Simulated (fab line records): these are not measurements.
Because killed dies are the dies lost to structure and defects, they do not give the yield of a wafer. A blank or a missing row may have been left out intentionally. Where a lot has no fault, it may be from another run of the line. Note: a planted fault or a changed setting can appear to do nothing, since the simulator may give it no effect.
Comparing a struck lot with a sound one -- flow sky130 -- 15 steps out of a route of 708
Sound: wafers L825.1, L825.3, L825.5. Struck: wafers L834.3, L834.6 (left out: L834.5, a lot-mate that was not struck); the cause follows at the end.
Each step with rows lists, per side, the tool, then ch with its chambers, then its first start. Under that, the readings that differ: sound wafers -- struck wafers -- difference of the means -- sigmas: that difference in standard deviations of wafers without a fault.
alike: a reading whose means differ by less than 2 such deviations, as well as words and numbers matching on both sides. not compared: withheld readings; readings where some wafer has no value; bounds like >300 that might hide an equal value; numbers whose values overlap and for which the record gives no deviation.
A row with sigmas, a row that says differs or no value, or rows on one side alone: a step with any of these is where the two part. Numbers that have no deviation but don't overlap get no sigmas and don't part them. A reading missing from all wafers of one side parts the sides only when that side holds two or more wafers.

first, 3 steps without rows for these wafers: SKY_FIELD_ISO_WET_ETCH_30 (etches SiO2 in dHF, target depth 25 nm, time 50 s); SKY_NWELL_CLEAN_00 (cleans in SC1/SC2, time 150 s); SKY_NWELL_OXIDATION_01 (stabilise 600 s, purge 300 s, target thk 10 nm).
SKY_NWELL_THK_MEAS_02:
  struck on film metro-02, day 6 12:39; sound on film metro-03, day 4 10:39
reading,sound,struck,difference,sigmas
NWELL_OXIDATION_THK (nm),9.62 9.81 9.86,10.21 10.12,+0.40,+2
then, 8 steps without rows for these wafers: SKY_DNWELL_DEHYDRATE_00 (time 60 s); SKY_DNWELL_HMDS_01 (prime time 60 s); SKY_DNWELL_COAT_02 (resist thk 3000 nm); SKY_DNWELL_SOFTBAKE_03; SKY_DNWELL_EXPOSE_04 (exposes mask DNM, target cd 3000 nm); SKY_DNWELL_PEB_05; SKY_DNWELL_DEVELOP_06 (develop time 60 s); SKY_DNWELL_IMPLANT_07.
SKY_DNWELL_STRIP_08: strips in O2/N2.
  sound on plasma asher-03 ch 1, day 5 04:29; struck on plasma asher-02 ch 0, day 7 07:26
reading,sound,struck,difference,sigmas
drypump motor current A (A),6.7 6.7 6.7,5.6 5.6,-1.1,-3
n2 flow sccm (sccm),299.0 299.6 300.8,241.0 240.8,-58.9,-68
  alike: oes product au, strip time to endpoint s
  not compared: rf hours counter h
SKY_DNWELL_TW_MEAS_09:
  struck on film metro-01, day 7 07:31; sound on film metro-02, day 5 04:35
  alike: DNWELL_TW
SKY_PAD_OPEN_PROBE_99:
  the record has rows for the sound wafers here (prober-02, day 48 04:58) and none for the struck ones

== WHERE THEY PART ==
At SKY_NWELL_THK_MEAS_02 first; at SKY_PAD_OPEN_PROBE_99 last (within this record only).

WHY: what the simulator had put in
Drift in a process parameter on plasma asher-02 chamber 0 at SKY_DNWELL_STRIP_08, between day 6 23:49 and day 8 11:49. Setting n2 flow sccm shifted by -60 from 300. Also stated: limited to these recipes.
